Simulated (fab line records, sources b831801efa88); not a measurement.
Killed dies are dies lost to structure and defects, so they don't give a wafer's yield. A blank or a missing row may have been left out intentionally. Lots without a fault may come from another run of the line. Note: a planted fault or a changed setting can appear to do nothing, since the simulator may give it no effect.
8D (eight disciplines) problem report, filled in by code -- flow sky130 -- the parts of the form that need people (team, actions taken, sign-off) are left out

1. WHAT IS WRONG
A mean of 68.0 is read at SKY_PAD_OPEN_PROBE_99 for killed_at_M4_up, taken on 1 wafer of 1 lot, against 3.3 (standard deviation 2) on wafers free of any fault. That puts it +32 standard deviations away from the usual mean.
Earliest sighting: wafer L415.5 on prober-02 at day 49 08:38. At this step, 17 wafers from 6 lots have a number in the record. The rule behind "out" and "out of limits": a value lying over 4 standard deviations away from the usual mean. Any other wafer with a number is counted as sound.

2. WHAT THIS IS AND IS NOT
question,is,is not
which readings at this step,"killed_at_M4_up, defect limited yield, killed dies, sort_bin_3_pad_short, sort_bin_5_function, sort n pass, sort yield pct","killed_at_M0_to_M3, killed at contacts, killed at front end, killed at other, killed on rim, killed open, killed short, sort_bin_6_memory"
which lots,L415,"L402, L418, L420, L421, L424"
which wafers of those lots,L415.5,"L415.2, L415.3"
read on which tools,prober-02,prober-01
when,from day 49 08:38,"up to then (5 sound wafers); but 11 sound wafers of L418, L420, L421, L424 came after"

3. THE SUSPECTS, EACH WITH WHAT RULES IT OUT
Counting: any tool at a process step up to the reading remains a suspect provided it ran every lot that is out. Sound lots after the first of them don't rule it out here, since some wafers of a struck lot are sound.
- pvd sputter-02 at SKY_METAL4_SPUTTER_00 (material Ti, target thk 15 nm, time 10 s): kept. It ran the lot that is out, L415 (day 43 21:05).
- rie metal-03 at SKY_METAL4_ETCH_16 (etches BARC in N2/H2, stops on SiO2, time 88.2 s, target depth 60 nm): kept. It ran the lot that is out, L415 (day 45 18:54).
- rie diel-02 at SKY_METAL4_ETCH_17 (etches SiO2 in C4F8/O2/Ar, stops on TiN, time 3.9 s, target depth 15 nm): kept. It ran the lot that is out, L415 (day 45 19:00).
- plasma asher-03 at SKY_METAL5_STRIP_16 (strips in O2/N2): kept. It ran the lot that is out, L415 (day 47 15:41).
- prober-02 at SKY_PAD_OPEN_PROBE_99: kept. It ran the lot that is out, L415 (day 49 08:29). Out on those wafers are its own readings of defect limited yield, killed_at_M4_up, killed dies, sort_bin_3_pad_short, sort_bin_5_function, sort n pass, sort yield pct.
- Within rie diel-02 at SKY_METAL4_ETCH_17: the wafers that are out ran in chamber 0; their sound lot-mates ran in chambers 2, 3.
Left after counting: pvd sputter-02 at SKY_METAL4_SPUTTER_00, rie metal-03 at SKY_METAL4_ETCH_16, rie diel-02 at SKY_METAL4_ETCH_17, plasma asher-03 at SKY_METAL5_STRIP_16, prober-02 at SKY_PAD_OPEN_PROBE_99.

4. THE CAUSE (what the simulator had put in)
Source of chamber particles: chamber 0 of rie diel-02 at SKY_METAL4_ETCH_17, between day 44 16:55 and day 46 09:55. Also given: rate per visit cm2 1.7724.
Counting leaves 5 suspects; this tool is one of them.

5. THE CHAIN OF EFFECTS, in route order
One row per reading whose mean, taken over the struck wafers that have a number, lies over 3 standard deviations from the usual. Scope: only readings with a usual standard deviation given in the record; hours: median across lots of the time from each lot's start at the first step in this table that gives one to its start at this step; sigmas: change in usual standard deviations.
hours,step,reading,usual,on struck wafers,change,sigmas
0,SKY_PAD_OPEN_PROBE_99,defect limited yield,82.5 %,71.5,-11.0,-5.5
0,SKY_PAD_OPEN_PROBE_99,killed_at_M4_up,3.3,68.0,+64.7,+32
0,SKY_PAD_OPEN_PROBE_99,killed dies,86,140,+54,+5.6
0,SKY_PAD_OPEN_PROBE_99,sort_bin_3_pad_short,0.9 %,4.7,+3.8,+8.6
0,SKY_PAD_OPEN_PROBE_99,sort_bin_5_function,10.4 %,17.7,+7.3,+4.9
0,SKY_PAD_OPEN_PROBE_99,sort n pass,406,352,-54,-5.6
0,SKY_PAD_OPEN_PROBE_99,sort yield pct,82.5 %,71.5,-11.0,-5.5
Here are the process steps it includes:
- SKY_PAD_OPEN_PROBE_99

6. HOW IT WOULD HAVE BEEN CAUGHT EARLIER
112 hours passed between the start of the fault at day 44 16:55 and the first reading out of limits in this record, taken at day 49 08:38.
No tool reading at SKY_METAL4_ETCH_17 that has a usual standard deviation in the record was out on any struck wafer, so an alarm limit of 4 standard deviations on those readings would not have fired.
Each of the lots that are out, 1 in all, had begun SKY_METAL4_ETCH_17 on rie diel-02 no later than day 49 08:38. None of them would have been spared by holding the tool at that moment.
